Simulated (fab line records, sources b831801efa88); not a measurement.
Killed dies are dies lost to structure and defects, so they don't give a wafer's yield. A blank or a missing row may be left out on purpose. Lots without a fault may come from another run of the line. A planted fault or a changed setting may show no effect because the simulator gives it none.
fab line records | flow sky130
record lots=6 wafers=18 last_day=50
route steps=708 shown LDD_N@252 LDD_P@255 LDD_HVN@267 PAD_OPEN@708
lots that met no fault: from a run of the same line without faults
start_h: hours from the record's first day to the start of the lot's first wafer shown | wait_h: hours since the lot's step before | " the same as in the row above | L1.1+2: a row that stands for several wafers | - no value, or no start given | * or withheld: withheld | < > ~ a bound
route shown NAME@n: a module of which the file shows steps, and the number in the route of the first | usual: mean/standard deviation of fault-free wafers | same: alike in all rows | chamber/n: place in a boat | sites: the reading at each site | _std_site: their standard deviation | _edge_site: outer sites' mean less inner sites' | radius_mm: how far each site lies from the wafer's centre | mask NAME#n: copy n | behind: the tool/chamber that last shaped the wafer | hold: why the lot was held/for how many hours/how that ended | device: the transistor (n, p or np) that didn't switch | end of line: the same wafers' tests at the end of the route | a step without rows: its recipe alone | killed: dies lost to structure and defects at the first sort, not the wafer's yield | map: a wafer's dies, x killed, . not, _ none there
set.NAME: the setting as run; set.NAME@STEP: as run at that earlier step | model.NAME: the simulator's own value behind a step, which no gauge read
lots at some steps of the route; a table a step, a row a wafer
services: from which hour (start_h, from the record's first day; less than 0 if before it) a tool's chamber was out of use, for how many hours, and why
## steps
# step SKY_LDD_N_IMPLANT_15
# recipe species=BF2 energy_kev=50 dose_cm2=5e+12 tilt_deg=30 rotation_deg=270
# step SKY_LDD_N_STRIP_16
# recipe chemistry=O2/N2 power_w=1400 pressure_mtorr=1500 platen_temp_c=withheld o2_flow_sccm=3000 n2_flow_sccm=300 overash_fraction=0.5
# usual drypump_motor_current_A=5.4/0.39 oes_product_au=0.406/0.0046 strip_time_to_endpoint_s=4.323/0.012
# columns lot.wafer tool chamber start_h wait_h drypump_motor_current_A oes_product_au rf_hours_counter_h strip_time_to_endpoint_s
L337.3 plasma_asher-02 0 421.00 0.1 6.1 0.410 - 4.305
L337.4 " 1 " " 5.2 0.409 - 4.315
L337.5 " 0 " " 6.1 0.408 - 4.322
L339.2 plasma_asher-02 0 437.05 0.1 6.1 0.405 61 4.337
L339.3 " 0 " " 6.1 0.416 - 4.311
L339.6 " 1 " " 5.2 0.405 - 4.331
L346.1 plasma_asher-01 1 544.00 0.1 5.7 0.402 44 4.318
L346.2 " 0 " " 4.9 0.406 44 4.328
L346.6 " 0 " " 4.9 0.410 - 4.342
L348.1 plasma_asher-01 0 550.43 0.1 4.9 0.407 45 4.339
L348.3 " 0 " " 5.0 0.406 - 4.347
L348.4 " 1 " " 5.7 0.409 - 4.309
L352.1 plasma_asher-01 1 576.15 0.1 5.7 0.409 48 4.311
L352.4 " 0 " " 4.9 0.415 - 4.309
L352.6 " 1 " " 5.7 0.410 - 4.310
L357.1 plasma_asher-01 0 589.70 0.1 4.9 0.407 49 4.335
L357.2 " 1 " " 5.7 0.402 49 4.338
L357.3 " 0 " " 4.9 0.404 - 4.329
# step SKY_LDD_N_TW_MEAS_17
# usual LDD_N_TW=2566/12
# columns lot.wafer tool chamber start_h wait_h LDD_N_TW
L337.3 film_metro-03 - 421.09 0.1 2552
L337.4 " - " " 2553
L337.5 " - " " 2565
L339.2 film_metro-01 - 437.16 0.1 2585
L339.3 " - " " 2584
L339.6 " - " " 2584
L346.1 film_metro-03 - 547.40 3.4 2549
L346.2 " - " " 2561
L346.6 " - " " 2552
L348.1 film_metro-04 - 550.53 0.1 2572
L348.3 " - " " 2576
L348.4 " - " " 2583
L352.1 film_metro-01 - 576.25 0.1 2594
L352.4 " - " " 2580
L352.6 " - " " 2580
L357.1 film_metro-04 - 589.80 0.1 2549
L357.2 " - " " 2582
L357.3 " - " " 2583
# step SKY_LDD_P_DEHYDRATE_00
# recipe temp_c=200 time_s=60
# step SKY_LDD_P_HMDS_01
# recipe prime_time_s=60 prime_temp_c=120
# step SKY_LDD_P_COAT_02
# recipe resist=NOVOLAK spin_rpm=3000 resist_thk_nm=1140
# step SKY_LDD_P_SOFTBAKE_03
# recipe temp_c=90 time_s=60 resist=NOVOLAK
# step SKY_LDD_P_EXPOSE_04
# recipe mask_id=PSDM na=0.6 source_shape=conventional sigma_outer=0.6 polarization=unpolarized target_cd_nm=380 dose_mj=138
# step SKY_LDD_P_PEB_05
# recipe temp_c=withheld time_s=* resist=NOVOLAK
# step SKY_LDD_P_DEVELOP_06
# recipe resist=NOVOLAK developer=TMAH develop_time_s=60 dev_temp_c=23
# step SKY_LDD_P_CD_MEAS_07
# recipe target_cd_nm=380
# usual cd_nm=379.2/2.4
# columns lot.wafer tool chamber start_h wait_h cd_nm
L337.3 cd_sem-01 - 451.66 0.1 380.3
L337.4 " - " " 380.4
L337.5 " - " " 377.0
L339.2 cd_sem-01 - 467.00 0.1 378.3
L339.3 " - " " 378.9
L339.6 " - " " 381.1
L346.1 cd_sem-02 - 576.93 0.1 377.4
L346.2 " - " " 377.7
L346.6 " - " " 382.0
L348.1 cd_sem-02 - 579.73 0.1 380.4
L348.3 " - " " 380.7
L348.4 " - " " 379.4
L352.1 cd_sem-02 - 605.63 0.1 379.2
L352.4 " - " " 380.4
L352.6 " - " " 381.2
L357.1 cd_sem-02 - 618.57 0.1 383.0
L357.2 " - " " 382.4
L357.3 " - " " 380.4
# step SKY_LDD_P_OVL_MEAS_08
# usual LDD_P_OVL=-0.1/1.2
# columns lot.wafer tool chamber start_h wait_h LDD_P_OVL[nm]
L337.3 overlay-01 - 451.75 0.1 -1.5
L337.4 " - " " -1.8
L337.5 " - " " -1.3
L339.2 overlay-02 - 467.11 0.1 0.6
L339.3 " - " " 1.5
L339.6 " - " " -0.1
L346.1 overlay-01 - 577.05 0.1 -1.1
L346.2 " - " " -0.2
L346.6 " - " " -1.2
L348.1 overlay-02 - 579.85 0.1 -0.7
L348.3 " - " " -2.5
L348.4 " - " " -0.6
L352.1 overlay-01 - 605.75 0.1 -1.1
L352.4 " - " " -1.1
L352.6 " - " " -0.6
L357.1 overlay-02 - 618.69 0.1 -0.9
L357.2 " - " " -0.9
L357.3 " - " " -0.8
# step SKY_LDD_P_IMPLANT_09
# recipe species=BF2 energy_kev=25 dose_cm2=1e+13 tilt_deg=withheld
# usual dose_ions_cm2=9.998e+12/9.3e+09 faraday_current_uA=56.4/1.1
# columns lot.wafer tool chamber start_h wait_h dose_ions_cm2 faraday_current_uA
L337.3 implanter-01 0 451.82 0.1 9.993e+12 55.8
L337.4 " 0 " " 9.995e+12 58.1
L337.5 " 0 " " 1.0006e+13 56.3
L339.2 implanter-02 0 467.16 0.0 9.992e+12 58.1
L339.3 " 0 " " 9.993e+12 58.8
L339.6 " 0 " " 9.982e+12 56.0
L346.1 implanter-04 0 577.09 0.0 9.998e+12 55.7
L346.2 " 0 " " 9.999e+12 57.6
L346.6 " 0 " " 9.985e+12 57.1
L348.1 implanter-01 0 579.89 0.0 1.94e+12 11.0
L348.3 " 0 " " 1.934e+12 10.8
L348.4 " 0 " " 1.924e+12 10.7
L352.1 implanter-01 0 605.79 0.0 1.923e+12 10.8
L352.4 " 0 " " 1.93e+12 11.0
L352.6 " 0 " " 1.92e+12 11.5
L357.1 implanter-02 0 618.72 0.0 1.0001e+13 56.2
L357.2 " 0 " " 1.003e+13 57.5
L357.3 " 0 " " 1.0002e+13 55.4
# step SKY_LDD_P_STRIP_10
# recipe chemistry=O2/N2 power_w=1400 pressure_mtorr=1500 platen_temp_c=withheld o2_flow_sccm=3000 n2_flow_sccm=300 overash_fraction=0.5
# usual drypump_motor_current_A=5.6/0.42 oes_product_au=0.715/0.0048 strip_time_to_endpoint_s=14.20/0.039
# columns lot.wafer tool chamber start_h wait_h drypump_motor_current_A oes_product_au rf_hours_counter_h strip_time_to_endpoint_s
L337.3 plasma_asher-03 0 451.96 0.1 5.3 0.715 - 14.19
L337.4 " 1 " " 6.2 0.714 - 14.19
L337.5 " 1 " " 6.2 0.707 - 14.19
L339.2 plasma_asher-02 0 467.29 0.1 6.1 0.710 64 14.16
L339.3 " 1 " " 5.2 0.712 - 14.21
L339.6 " 0 " " 6.1 0.719 - 14.18
L346.1 plasma_asher-04 1 577.24 0.1 5.2 0.717 84 14.19
L346.2 " 0 " " 5.8 0.719 84 14.23
L346.6 " 0 " " 5.8 0.719 - 14.23
L348.1 plasma_asher-02 0 580.04 0.1 6.1 0.719 76 14.22
L348.3 " 0 " " 6.1 0.713 - 14.19
L348.4 " 1 " " 5.2 0.717 - 14.19
L352.1 plasma_asher-04 1 605.94 0.1 5.2 0.715 87 14.22
L352.4 " 1 " " 5.2 0.711 - 14.22
L352.6 " 0 " " 5.8 0.706 - 14.16
L357.1 plasma_asher-04 1 618.87 0.1 5.2 0.727 88 14.19
L357.2 " 0 " " 5.8 0.717 88 14.23
L357.3 " 0 " " 5.8 0.711 - 14.19
# step SKY_LDD_P_TW_MEAS_11
# usual LDD_P_TW=634/3.2
# columns lot.wafer tool chamber start_h wait_h LDD_P_TW
L337.3 film_metro-02 - 452.04 0.1 640
L337.4 " - " " 643
L337.5 " - " " 641
L339.2 film_metro-04 - 467.40 0.1 629
L339.3 " - " " 629
L339.6 " - " " 628
L346.1 film_metro-04 - 577.34 0.1 629
L346.2 " - " " 633
L346.6 " - " " 630
L348.1 film_metro-02 - 580.14 0.1 380
L348.3 " - " " 382
L348.4 " - " " 383
L352.1 film_metro-02 - 606.04 0.1 385
L352.4 " - " " 383
L352.6 " - " " 386
L357.1 film_metro-04 - 618.97 0.1 631
L357.2 " - " " 639
L357.3 " - " " 631
# step SKY_LDD_HVN_DEHYDRATE_00
# recipe temp_c=200 time_s=60
# step SKY_PAD_OPEN_PROBE_99
# usual killed_at_M0_to_M3=44/6.2 killed_at_M4_up=3.3/1.8 killed_at_contacts=25/5.8 killed_at_front_end=15/4 killed_at_other=0.3/0.49 killed_dies=88/8.8 killed_open=48/6.5 killed_short=39/6.3
# same gross_dies=492 killed_at_back_side=0
# columns lot.wafer tool chamber start_h wait_h killed_at_M0_to_M3 killed_at_M4_up killed_at_contacts killed_at_front_end killed_at_other killed_dies killed_open killed_short model.etest.tip_p.rs_ohm_sq model.etest.tip_p.rs_ohm_sq_range model.etest.pfet_01v8.r_on_ohm_um model.etest.tip_p.rs_ohm_sq_rim_less_centre model.etest.pfet_01v8.drive_ua_um model.etest.sram_pfet_latch.drive_ua_um model.etest.pfet_01v8_hvt.drive_ua_um model.etest.pfet_01v8_mvt.drive_ua_um
L337.3 prober-02 - 1092.81 0.2 52 4 28 18 1 103 62 41 6745 183.8 2860 46.8 196.3 148 145.7 153.2
L337.4 prober-02 - 1092.86 0.2 35 1 28 17 0 81 50 31 6819 236.6 2912 27.77 192.1 141.4 142.7 151.5
L337.5 prober-02 - 1092.91 0.2 48 7 27 17 1 100 60 40 6772 180.2 2848 77.8 196.6 148.6 147.3 152.6
L339.2 prober-02 - 1101.48 0.1 50 6 24 18 0 98 50 48 6889 183.3 2896 -1.938 194.5 143.3 144.6 152.4
L339.3 prober-02 - 1101.53 0.2 52 2 35 21 1 111 60 51 6920 139.7 2863 -29.04 194.4 144.8 145.2 153.4
L339.6 prober-02 - 1101.68 0.2 38 5 14 15 2 74 43 31 6890 182.3 2913 -13.14 190.9 141.2 142.5 150.5
L346.1 prober-01 - 1171.59 0.1 47 3 31 12 0 93 51 41 6925 234.9 2818 -163.3 195.1 147 146.7 151.5
L346.2 prober-01 - 1171.64 0.1 51 2 22 13 1 89 47 42 6938 273.3 2824 -110.5 197.8 150 148.9 153.9
L346.6 prober-01 - 1171.84 0.2 42 1 28 8 0 79 49 28 6936 228.6 2912 -154.3 191.5 141 143.2 150.6
L348.1 prober-02 - 1176.36 0.1 39 6 22 23 0 90 50 37 3.087e+04 1815 3157 -84.68 172.7 125.9 126.4 142.2
L348.3 prober-02 - 1176.46 0.2 33 6 32 11 0 82 45 37 3.09e+04 1280 3182 -77.73 169.1 130.2 125.9 141.6
L348.4 prober-02 - 1176.51 0.2 37 5 31 10 0 83 46 36 3.097e+04 1643 3179 -550.4 169.6 126.1 123.5 139.2
L352.1 prober-01 - 1190.25 0.1 44 0 20 17 0 81 42 39 3.066e+04 970.4 3245 -233.8 164.6 127.8 123.7 138.2
L352.4 prober-01 - 1190.40 0.2 60 3 16 10 0 89 48 41 3.156e+04 1562 3147 360.1 169.9 123.2 126.2 139.1
L352.6 prober-01 - 1190.50 0.2 58 2 25 11 0 96 58 38 3.099e+04 2094 3316 -392 159.9 121.3 119.7 133.9
L357.1 prober-02 - 1199.87 0.1 36 3 32 13 0 84 53 31 6836 136.7 2864 -56.76 195.4 141.4 147 154.7
L357.2 prober-02 - 1199.92 0.1 37 2 34 18 0 91 44 46 6815 100.5 2796 -23.12 200.2 150.8 150.1 156.5
L357.3 prober-02 - 1199.97 0.2 51 1 16 15 0 83 47 36 6867 135 2780 -49.39 202 151.5 151.8 156.5
# killed by level:class
L337.3 VIA1:geometric_particle:open=13 LI_CONTACT:geometric_particle:open=10 CONTACT:geometric_particle:open=10 METAL1:geometric_particle:short=9 VIA3:geometric_particle:open=8 POLY_GATE:geometric_particle:open=6 VIA2:geometric_particle:open=6 POLY_GATE:geometric_particle:short=4
L337.4 CONTACT:geometric_particle:open=17 LI_CONTACT:geometric_particle:open=7 METAL2:geometric_particle:short=6 VIA2:geometric_particle:open=6 FIELD_ISO:geometric_particle:short=5 FIELD_ISO:geometric_particle:open=5 VIA3:geometric_particle:open=5 POLY_GATE:geometric_particle:short=4
L337.5 CONTACT:geometric_particle:open=17 VIA1:geometric_particle:open=10 VIA2:geometric_particle:open=9 VIA3:geometric_particle:open=7 METAL1:geometric_particle:short=6 FIELD_ISO:geometric_particle:short=4 POLY_GATE:geometric_particle:short=4 METAL4:geometric_particle:short=4
L339.2 CONTACT:geometric_particle:open=9 METAL1:geometric_particle:short=9 VIA1:geometric_particle:open=8 VIA2:geometric_particle:open=7 CONTACT:geometric_particle:short=6 VIA3:geometric_particle:open=6 LI_CONTACT:geometric_particle:open=5 METAL4:geometric_particle:short=5
L339.3 CONTACT:geometric_particle:open=14 VIA1:geometric_particle:short=10 LI_CONTACT:geometric_particle:open=9 VIA1:geometric_particle:open=8 METAL2:geometric_particle:short=8 POLY_GATE:geometric_particle:open=7 METAL1:geometric_particle:short=7 VIA3:geometric_particle:open=7
L339.6 VIA2:geometric_particle:open=7 VIA1:geometric_particle:open=6 LOCAL_INTERCONNECT:geometric_particle:short=5 CONTACT:geometric_particle:open=5 METAL2:geometric_particle:open=5 FIELD_ISO:geometric_particle:open=4 METAL1:geometric_particle:short=4 POLY_GATE:geometric_particle:open=3
L346.1 VIA1:geometric_particle:open=12 CONTACT:geometric_particle:open=11 VIA3:geometric_particle:open=9 LI_CONTACT:geometric_particle:open=8 CONTACT:geometric_particle:short=5 METAL2:geometric_particle:short=5 VIA2:geometric_particle:open=4 METAL1:geometric_particle:short=4
L346.2 VIA2:geometric_particle:open=10 VIA1:geometric_particle:open=8 VIA3:geometric_particle:open=8 METAL2:geometric_particle:short=7 FIELD_ISO:geometric_particle:short=6 CONTACT:geometric_particle:open=6 LOCAL_INTERCONNECT:geometric_particle:short=5 CONTACT:geometric_particle:short=4
L346.6 CONTACT:geometric_particle:open=9 VIA1:geometric_particle:open=9 CONTACT:geometric_particle:short=8 VIA2:geometric_particle:open=8 VIA3:geometric_particle:open=7 LI_CONTACT:geometric_particle:open=6 METAL2:geometric_particle:short=5 FIELD_ISO:geometric_particle:open=4
L348.1 VIA3:geometric_particle:open=8 VIA2:geometric_particle:open=7 CONTACT:geometric_particle:open=7 CONTACT:geometric_particle:short=6 LI_CONTACT:geometric_particle:open=5 METAL1:geometric_particle:short=5 VIA1:geometric_particle:open=5 VIA1:geometric_particle:short=4
L348.3 CONTACT:geometric_particle:open=11 LI_CONTACT:geometric_particle:open=8 VIA1:geometric_particle:open=7 METAL1:geometric_particle:short=6 VIA2:geometric_particle:open=6 POLY_GATE:geometric_particle:short=5 METAL4:geometric_particle:short=5 CONTACT:geometric_particle:short=5
L348.4 CONTACT:geometric_particle:open=12 LI_CONTACT:geometric_particle:open=9 VIA1:geometric_particle:open=9 METAL1:geometric_particle:short=8 VIA2:geometric_particle:short=6 LOCAL_INTERCONNECT:geometric_particle:short=5 VIA3:geometric_particle:open=5 POLY_GATE:geometric_particle:short=4
L352.1 VIA1:geometric_particle:open=10 CONTACT:geometric_particle:open=9 METAL1:geometric_particle:short=9 FIELD_ISO:geometric_particle:short=6 FIELD_ISO:geometric_particle:open=5 VIA3:geometric_particle:short=5 POLY_GATE:geometric_particle:open=4 VIA1:geometric_particle:short=4
L352.4 VIA1:geometric_particle:open=15 VIA3:geometric_particle:open=9 METAL1:geometric_particle:short=7 VIA2:geometric_particle:open=7 CONTACT:geometric_particle:open=5 METAL2:geometric_particle:short=5 LI_CONTACT:geometric_particle:short=4 VIA1:geometric_particle:short=4
L352.6 VIA1:geometric_particle:open=18 CONTACT:geometric_particle:open=9 LI_CONTACT:geometric_particle:open=8 METAL1:geometric_particle:short=8 VIA3:geometric_particle:open=8 VIA1:geometric_particle:short=6 VIA2:geometric_particle:short=5 VIA2:geometric_particle:open=4
L357.1 CONTACT:geometric_particle:open=14 VIA1:geometric_particle:open=9 CONTACT:geometric_particle:short=7 VIA3:geometric_particle:open=6 LI_CONTACT:geometric_particle:open=5 FIELD_ISO:geometric_particle:open=4 FIELD_ISO:geometric_particle:short=4 VIA1:geometric_particle:short=4
L357.2 CONTACT:geometric_particle:open=12 VIA1:geometric_particle:open=9 LI_CONTACT:geometric_particle:open=8 CONTACT:geometric_particle:short=8 VIA1:geometric_particle:short=6 FIELD_ISO:geometric_particle:short=5 POLY_GATE:geometric_particle:short=5 METAL3:geometric_particle:short=5
L357.3 VIA2:geometric_particle:open=10 VIA1:geometric_particle:open=9 FIELD_ISO:geometric_particle:open=7 METAL2:geometric_particle:short=7 CONTACT:geometric_particle:open=6 METAL1:geometric_particle:short=6 VIA3:geometric_particle:open=6 VIA1:geometric_particle:short=5
## services
# columns tool chamber start_h hours kind
plasma_asher-03 - 421.27 9.0 pm
plasma_asher-03 0 421.27 9.0 vent_cycle
plasma_asher-03 1 421.27 9.0 vent_cycle
implanter-01 - 424.22 1.9 repair
plasma_asher-03 0 430.27 - clean
plasma_asher-03 1 430.27 - clean
implanter-04 - 434.04 3.7 pm
implanter-04 - 456.11 6.0 pm
implanter-02 - 518.53 4.0 pm
plasma_asher-04 - 551.10 4.7 repair
implanter-04 - 551.69 4.7 pm
plasma_asher-04 - 560.49 1.9 repair
implanter-02 - 561.56 4.1 repair
## key
first_sign step=SKY_LDD_P_IMPLANT_09 reading=dose_ions_cm2 direction=down sigmas=99+ usual=* struck=*
effect step=SKY_LDD_P_IMPLANT_09 reading=faraday_current_uA direction=down sigmas=41 usual=56.4 struck=11.0
effect step=SKY_LDD_P_TW_MEAS_11 reading=LDD_P_TW direction=down sigmas=78 usual=634 struck=383
model_effect step=SKY_PAD_OPEN_PROBE_99 value=etest.tip_p.rs_ohm_sq without=6936 struck=3.099e+04
met_at SKY_LDD_P_IMPLANT_09
struck_wafers L348.1,L348.3,L348.4,L352.1,L352.4,L352.6
tester_left_out L348,L352
onset_between 451.82 579.89
fault kind=process_parameter_drift tool=implanter-01 chamber=- onset_h=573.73 steps=SKY_LDD_P_IMPLANT_09 channel=dose_cm2 offset=* shape=step end_h=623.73 acts_in=* stated=*
# tester_left_out: of these lots the tester's yield and bins aren't shown, on N5 and GAA mostly nor the transistor test; their killed dies are dies lost to structure and defects alone, not to doping, threshold or leakage, so they don't give the yield
